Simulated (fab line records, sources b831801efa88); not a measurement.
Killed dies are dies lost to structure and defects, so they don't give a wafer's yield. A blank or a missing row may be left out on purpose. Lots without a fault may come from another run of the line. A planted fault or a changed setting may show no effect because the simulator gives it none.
Chamber matching | flow sky130 | SKY_VIA2_CMP_24 on cmp-01: 4 sister chambers
The step polishes, stops on SiO2, t overpolish 20 s, target thk 0 nm. 4 wafers are shown with their chamber, then 12 later ones without.

WAFERS WITH THEIR CHAMBER
wafer  | chamber | motor_current_A (A)
L086.3 | 1       | 11.3
L091.5 | 0       | 11.4
L093.3 | 2       | 13.3
L093.5 | 3       | 10.7

WAFERS WITHOUT THEIR CHAMBER
wafer  | motor_current_A (A)
L094.3 | 11.3
L094.4 | 13.2
L094.6 | 11.1
L095.2 | 13.0
L095.3 | 10.2
L095.4 | 11.0
L095.1 | 11.7
L095.5 | 10.4
L095.6 | 13.3
L096.2 | 13.2
L096.3 | 11.1
L096.5 | 11.2

WHICH CHAMBER EACH WENT THROUGH
wafer  | from the rows above          | in truth
L094.3 | can't be placed: 1 or 0      | 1
L094.4 | 2                            | 2
L094.6 | can't be placed: 1 or 0 or 3 | 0
L095.2 | 2                            | 2
L095.3 | 3                            | 3
L095.4 | can't be placed: 1 or 3 or 0 | 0
L095.1 | can't be placed: 0 or 1      | 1
L095.5 | 3                            | 3
L095.6 | 2                            | 2
L096.2 | 2                            | 2
L096.3 | can't be placed: 1 or 0 or 3 | 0
L096.5 | can't be placed: 1 or 0 or 3 | 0
Placed correctly: 6 of 12. Can't be placed from these rows: 6 (the true chamber is among the candidates in 6). Placed wrongly: 0.
How it was worked out, from the rows above alone: a wafer's distance from a chamber is the root of the sum, over the readings, of the square of ((its reading less the chamber's mean) divided by the reading's scatter). The wafer belongs to the nearest chamber; if the next one is less than 2 further off, it can't be placed. A chamber's mean is the mean of its shown wafers. The scatter: with one shown wafer a chamber, the root of the mean of the squares of how far each hidden wafer lies from its nearest shown one.
